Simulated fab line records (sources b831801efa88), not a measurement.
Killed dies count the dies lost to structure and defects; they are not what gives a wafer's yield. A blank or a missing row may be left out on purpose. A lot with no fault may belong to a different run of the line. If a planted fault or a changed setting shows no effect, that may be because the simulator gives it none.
Matching of chambers -- flow sky130 -- SKY_CAPM_CVD_00 on pecvd-03: 3 sister chambers
The step deposits SiO2, target thk 15.5 nm. 18 wafers are shown with their chamber, then 9 later ones without.

WAFERS WITH THEIR CHAMBER
wafer,chamber,susceptor-temp-C (C),heater-power-w (W)
L075.1,2,400.17,718
L075.2,1,400.15,648
L075.3,1,400.18,655
L075.4,2,400.23,708
L075.5,2,400.54,704
L075.6,1,399.92,669
L080.1,2,400.29,647
L080.5,2,399.87,629
L080.6,0,399.89,561
L083.1,1,400.50,773
L083.5,1,399.90,806
L083.6,2,400.27,734
L085.1,0,400.11,692
L085.3,1,400.33,635
L085.5,1,400.07,640
L088.1,1,400.00,760
L088.2,2,399.93,635
L088.3,0,399.72,607

SIGNATURES, as means of the wafers listed above
reading,chamber 0,chamber 1,chamber 2,scatter within a chamber
susceptor-temp-C,399.9067,400.1313,400.1857,0.214
heater-power-w,620.00,698.25,682.14,59.9
Rule: a wafer lies at a distance from a chamber equal to the root of the sum of squares, over the readings, of (its reading less the chamber's mean, divided by the reading's scatter). If the next closest chamber is less than 2 further off than the closest, the wafer can't be placed; otherwise it belongs to the closest. How the scatter is found: for the shown wafers, subtract from each reading the mean of its chamber, square and add these, divide the total by (wafers less chambers), then take the root.

WAFERS WITH NO CHAMBER GIVEN
wafer,susceptor-temp-C (C),heater-power-w (W)
L090.2,399.97,759
L090.3,399.67,743
L090.5,400.01,728
L094.1,399.60,644
L094.2,399.97,678
L094.6,399.89,656
L096.1,399.89,744
L096.2,399.89,665
L096.5,400.13,665

WHICH CHAMBER EACH ONE RAN IN
wafer,from the rows above,in truth
L090.2,can't be placed: 1 or 2 or 0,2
L090.3,can't be placed: 1 or 0 or 2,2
L090.5,can't be placed: 1 or 2 or 0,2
L094.1,can't be placed: 0 or 1 or 2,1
L094.2,can't be placed: 1 or 0 or 2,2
L094.6,can't be placed: 0 or 1 or 2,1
L096.1,can't be placed: 1 or 2 or 0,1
L096.2,can't be placed: 0 or 1 or 2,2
L096.5,can't be placed: 2 or 1 or 0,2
Correctly placed: 0 of 9. Cannot be placed on the basis of these rows: 9; the candidates contain the true chamber in 9. Number placed wrongly: 0.
